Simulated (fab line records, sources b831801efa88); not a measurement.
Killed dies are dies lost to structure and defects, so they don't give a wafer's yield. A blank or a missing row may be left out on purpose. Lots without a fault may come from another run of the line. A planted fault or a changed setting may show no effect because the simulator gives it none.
fab line records | flow sky130
record lots=14 wafers=42 last_day=50
route steps=708 shown FIELD_ISO@19 METAL4@601 VIA4@656 METAL5@661 PAD_OPEN@708
lots that met no fault: from a run of the same line without faults
start_h: hours from the record's first day to the start of the lot's first wafer shown | wait_h: hours since the lot's step before | " the same as in the row above | L1.1+2: a row that stands for several wafers | - no value, or no start given | * or withheld: withheld | < > ~ a bound
route shown NAME@n: a module of which the file shows steps, and the number in the route of the first | usual: mean/standard deviation of fault-free wafers | same: alike in all rows | chamber/n: place in a boat | sites: the reading at each site | _std_site: their standard deviation | _edge_site: outer sites' mean less inner sites' | radius_mm: how far each site lies from the wafer's centre | mask NAME#n: copy n | behind: the tool/chamber that last shaped the wafer | hold: why the lot was held/for how many hours/how that ended | device: the transistor (n, p or np) that didn't switch | end of line: the same wafers' tests at the end of the route | a step without rows: its recipe alone | killed: dies lost to structure and defects at the first sort, not the wafer's yield | map: a wafer's dies, x killed, . not, _ none there
set.NAME: the setting as run; set.NAME@STEP: as run at that earlier step | model.NAME: the simulator's own value behind a step, which no gauge read
steps of the route over a sample of lots; a table a step, a row a wafer
services: from which hour (start_h, from the record's first day; less than 0 if before it) a tool's chamber was out of use, for how many hours, and why
## steps
# step SKY_FIELD_ISO_WET_ETCH_18
# recipe chemistry=H3PO4 target_depth_nm=25 temp_c=160 target=Si3N4 time_s=286
# columns lot.wafer tool chamber start_h wait_h
L925.1+4+6 wet_bench-04 0 34.75 0.0
L924.1+3+4 wet_bench-02 2 34.89 0.0
L926.1+3+6 wet_bench-04 1 39.00 0.0
L927.1+5+6 wet_bench-04 3 44.00 0.0
L929.2+3+5 wet_bench-01 3 53.39 0.0
L931.1+3+6 wet_bench-04 0 68.19 0.0
L932.1+4+5 wet_bench-02 2 74.54 0.0
L933.3+4+5 wet_bench-02 1 79.05 0.0
L939.1+3+5 wet_bench-01 2 111.04 0.0
L941.3+5+6 wet_bench-02 3 120.89 0.0
L942.2+3+6 wet_bench-02 0 126.89 0.0
L943.1+4+5 wet_bench-01 1 131.11 0.0
L944.1+3+4 wet_bench-04 1 135.45 0.0
L945.2+4+5 wet_bench-04 3 137.64 0.0
# step SKY_METAL4_SPUTTER_03
# recipe material=Ti target_thk_nm=5 power_w=3000 time_s=3.3 chamber_pressure_pa=0.4
# usual throttle_valve_pct=30.2/0.72
# columns lot.wafer tool chamber start_h wait_h throttle_valve_pct
L924.1 pvd_sputter-03 - 929.20 0.0 30.8
L924.3 " - " " 29.6
L924.4 " - " " 30.1
L925.1 pvd_sputter-04 - 930.00 0.0 31.1
L925.4 " - " " 30.4
L925.6 " - " " 31.2
L926.1 pvd_sputter-03 - 934.87 0.0 30.8
L926.3 " - " " 29.7
L926.6 " - " " 30.0
L927.1 pvd_sputter-03 - 953.09 0.0 29.6
L927.5 " - " " 29.8
L927.6 " - " " 30.7
L929.2 pvd_sputter-02 - 967.23 0.0 30.5
L929.3 " - " " 29.2
L929.5 " - " " 28.8
L931.1 pvd_sputter-02 - 981.67 0.0 29.2
L931.3 " - " " 30.6
L931.6 " - " " 30.9
L932.1 pvd_sputter-02 - 988.35 0.0 28.8
L932.4 " - " " 28.6
L932.5 " - " " 30.6
L933.3 pvd_sputter-03 - 1000.85 0.0 30.6
L933.4 " - " " 30.6
L933.5 " - " " 30.5
L939.1 pvd_sputter-02 - 1041.86 0.0 29.0
L939.3 " - " " 28.9
L939.5 " - " " 30.7
L941.3 pvd_sputter-04 - 1052.24 0.0 29.9
L941.5 " - " " 31.2
L941.6 " - " " 29.8
L942.2 pvd_sputter-02 - 1054.99 0.0 29.0
L942.3 " - " " 28.8
L942.6 " - " " 29.1
L943.1 pvd_sputter-03 - 1061.79 0.0 30.7
L943.4 " - " " 29.9
L943.5 " - " " 30.8
L945.2 pvd_sputter-04 - 1064.08 0.0 31.2
L945.4 " - " " 29.8
L945.5 " - " " 29.8
L944.1 pvd_sputter-02 - 1070.30 0.0 28.9
L944.3 " - " " 29.2
L944.4 " - " " 30.6
# step SKY_VIA4_SPUTTER_17
# recipe material=TiN target_thk_nm=20 chamber_pressure_pa=5 power_w=4000 time_s=80
# usual throttle_valve_pct=29.9/1
# columns lot.wafer tool chamber start_h wait_h throttle_valve_pct
L924.1 pvd_sputter-01 - 1004.48 0.0 31.7
L924.3 " - " " 30.4
L924.4 " - " " 31.0
L925.1 pvd_sputter-01 - 1004.98 0.0 30.1
L925.4 " - " " 31.8
L925.6 " - " " 30.3
L926.1 pvd_sputter-01 - 1008.09 0.0 28.7
L926.3 " - " " 31.0
L926.6 " - " " 28.6
L927.1 pvd_sputter-03 - 1027.52 0.0 30.7
L927.5 " - " " 30.0
L927.6 " - " " 30.1
L929.2 pvd_sputter-01 - 1038.35 0.0 30.3
L929.3 " - " " 30.8
L929.5 " - " " 28.4
L931.1 pvd_sputter-01 - 1055.31 0.0 30.3
L931.3 " - " " 28.7
L931.6 " - " " 30.3
L932.1 pvd_sputter-02 - 1059.41 0.0 29.0
L932.4 " - " " 28.9
L932.5 " - " " 29.0
L933.3 pvd_sputter-03 - 1070.26 0.0 30.8
L933.4 " - " " 30.0
L933.5 " - " " 30.7
L939.1 pvd_sputter-02 - 1108.35 0.0 28.6
L939.3 " - " " 29.0
L939.5 " - " " 29.3
L941.3 pvd_sputter-02 - 1117.45 0.0 29.1
L941.5 " - " " 28.7
L941.6 " - " " 29.2
L942.2 pvd_sputter-03 - 1118.91 0.0 29.7
L942.3 " - " " 30.6
L942.6 " - " " 29.6
L943.1 pvd_sputter-01 - 1125.77 0.0 28.6
L943.4 " - " " 31.6
L943.5 " - " " 30.2
L945.2 pvd_sputter-01 - 1127.00 0.0 31.5
L945.4 " - " " 30.9
L945.5 " - " " 31.5
L944.1 pvd_sputter-02 - 1132.20 0.0 28.6
L944.3 " - " " 28.7
L944.4 " - " " 29.0
# step SKY_METAL5_SPUTTER_00
# recipe material=Ti target_thk_nm=15 power_w=3000 time_s=10 chamber_pressure_pa=0.4
# usual throttle_valve_pct=30.4/0.79
# columns lot.wafer tool chamber start_h wait_h throttle_valve_pct
L924.1 pvd_sputter-04 - 1005.32 0.2 29.6
L924.3 " - " " 31.3
L924.4 " - " " 29.8
L925.1 pvd_sputter-03 - 1005.67 0.1 30.8
L925.4 " - " " 29.9
L925.6 " - " " 30.4
L926.1 pvd_sputter-01 - 1008.93 0.1 31.7
L926.3 " - " " 30.4
L926.6 " - " " 31.5
L927.1 pvd_sputter-04 - 1029.24 0.1 30.4
L927.5 " - " " 29.9
L927.6 " - " " 31.2
L929.2 pvd_sputter-04 - 1039.04 0.1 30.2
L929.3 " - " " 29.9
L929.5 " - " " 31.3
L931.1 pvd_sputter-04 - 1056.00 0.2 31.2
L931.3 " - " " 30.5
L931.6 " - " " 30.0
L932.1 pvd_sputter-03 - 1060.11 0.2 30.5
L932.4 " - " " 30.6
L932.5 " - " " 30.7
L933.3 pvd_sputter-01 - 1070.95 0.2 28.3
L933.4 " - " " 31.0
L933.5 " - " " 31.1
L939.1 pvd_sputter-01 - 1109.04 0.1 31.1
L939.3 " - " " 28.6
L939.5 " - " " 31.1
L941.3 pvd_sputter-04 - 1118.14 0.1 29.7
L941.5 " - " " 31.0
L941.6 " - " " 30.5
L942.2 pvd_sputter-03 - 1119.60 0.1 30.6
L942.3 " - " " 30.7
L942.6 " - " " 30.7
L943.1 pvd_sputter-03 - 1126.46 0.2 30.7
L943.4 " - " " 29.5
L943.5 " - " " 29.9
L945.2 pvd_sputter-01 - 1127.69 0.2 30.7
L945.4 " - " " 31.9
L945.5 " - " " 28.6
L944.1 pvd_sputter-03 - 1132.89 0.1 29.8
L944.3 " - " " 30.3
L944.4 " - " " 29.7
# step SKY_PAD_OPEN_PROBE_99
# usual killed_at_M0_to_M3=44/7.2 killed_at_M4_up=3.1/1.8 killed_at_contacts=25/5.2 killed_at_front_end=15/3.9 killed_at_other=0.2/0.5 killed_dies=86/9.5 killed_open=47/7.3 killed_short=40/6
# same gross_dies=492 killed_at_back_side=0
# columns lot.wafer tool chamber start_h wait_h killed_at_M0_to_M3 killed_at_M4_up killed_at_contacts killed_at_front_end killed_at_other killed_dies killed_open killed_short
L941.3 prober-02 - 1175.82 0.2 44 3 19 85 0 151 50 28
L941.5 prober-02 - 1175.92 0.2 27 3 27 82 0 139 39 28
L941.6 prober-02 - 1175.97 0.2 52 1 22 76 0 151 49 38
L942.2 prober-01 - 1178.17 0.1 32 2 19 66 1 120 32 32
L942.3 prober-01 - 1178.22 0.2 36 2 23 68 1 130 45 33
L942.6 prober-01 - 1178.37 0.2 41 5 16 74 1 137 49 40
# killed by level:class
L941.3 FIELD_ISO:unspecified=73 VIA3:geometric_particle:open=12 VIA1:geometric_particle:open=10 VIA2:geometric_particle:open=8 LI_CONTACT:geometric_particle:open=6 CONTACT:geometric_particle:open=6 FIELD_ISO:geometric_particle:open=3 LI_CONTACT:geometric_particle:short=3
L941.5 FIELD_ISO:unspecified=72 CONTACT:geometric_particle:open=13 CONTACT:geometric_particle:short=7 VIA3:geometric_particle:open=5 VIA1:geometric_particle:open=5 VIA2:geometric_particle:open=5 VIA2:geometric_particle:short=4 FIELD_ISO:geometric_particle:short=3
L941.6 FIELD_ISO:unspecified=64 VIA1:geometric_particle:open=10 VIA2:geometric_particle:open=10 VIA1:geometric_particle:short=9 CONTACT:geometric_particle:open=7 METAL1:geometric_particle:short=7 LI_CONTACT:geometric_particle:open=6 METAL2:geometric_particle:short=6
L942.2 FIELD_ISO:unspecified=56 VIA1:geometric_particle:open=9 CONTACT:geometric_particle:open=6 VIA3:geometric_particle:open=6 METAL2:geometric_particle:short=5 LI_CONTACT:geometric_particle:short=5 LOCAL_INTERCONNECT:geometric_particle:short=4 FIELD_ISO:geometric_particle:open=3
L942.3 FIELD_ISO:unspecified=52 CONTACT:geometric_particle:open=10 VIA1:geometric_particle:open=8 LI_CONTACT:geometric_particle:open=7 VIA3:geometric_particle:open=6 FIELD_ISO:geometric_particle:short=5 VIA2:geometric_particle:short=5 CONTACT:geometric_particle:short=4
L942.6 FIELD_ISO:unspecified=48 FIELD_ISO:geometric_particle:short=9 VIA1:geometric_particle:open=9 FIELD_ISO:geometric_particle:open=6 CONTACT:geometric_particle:open=6 METAL1:geometric_particle:short=6 METAL2:geometric_particle:short=6 VIA3:geometric_particle:open=6
## services
# columns tool chamber start_h hours kind
pvd_sputter-02 - 35.25 2.7 repair
pvd_sputter-03 - 36.78 9.4 repair
pvd_sputter-01 - 75.15 0.6 repair
pvd_sputter-03 - 82.37 1.7 repair
pvd_sputter-01 - 243.73 1.0 repair
pvd_sputter-01 - 256.56 5.0 repair
pvd_sputter-03 - 259.85 1.7 repair
pvd_sputter-01 - 352.04 0.5 repair
pvd_sputter-03 - 366.31 2.9 repair
pvd_sputter-01 - 396.64 0.7 repair
pvd_sputter-01 - 408.50 9.2 repair
pvd_sputter-01 - 493.83 10.6 repair
pvd_sputter-01 - 508.03 8.8 repair
pvd_sputter-01 - 513.30 4.3 repair
pvd_sputter-01 - 944.39 1.8 repair
pvd_sputter-03 - 980.56 1.7 repair
pvd_sputter-03 - 981.29 2.4 repair
pvd_sputter-03 - 1007.04 9.2 repair
pvd_sputter-03 - 1015.63 1.5 repair
pvd_sputter-01 - 1023.38 7.0 repair
pvd_sputter-01 - 1030.49 4.5 repair
pvd_sputter-03 - 1065.68 2.2 repair
pvd_sputter-03 - 1078.53 2.4 repair
pvd_sputter-03 - 1094.08 0.5 repair
## key
first_sign step=SKY_PAD_OPEN_PROBE_99 reading=killed_at_front_end direction=up sigmas=15 usual=15 struck=75
effect step=SKY_PAD_OPEN_PROBE_99 reading=killed_dies direction=up sigmas=5.4 usual=86 struck=138
met_at SKY_FIELD_ISO_WET_ETCH_18
struck_lots L941,L942
tester_left_out L941,L942
not_acting_at SKY_METAL4_SPUTTER_03,SKY_VIA4_SPUTTER_17,SKY_METAL5_SPUTTER_00
onset_between 79.05 120.89
fault kind=chamber_particle_source tool=wet_bench-02 chamber=- onset_h=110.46 steps=SKY_FIELD_ISO_WET_ETCH_18 rate_per_visit_cm2=1.8876 end_h=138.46
# tester_left_out: of these lots the tester's yield and bins aren't shown, on N5 and GAA mostly nor the transistor test; their killed dies are dies lost to structure and defects alone, not to doping, threshold or leakage, so they don't give the yield
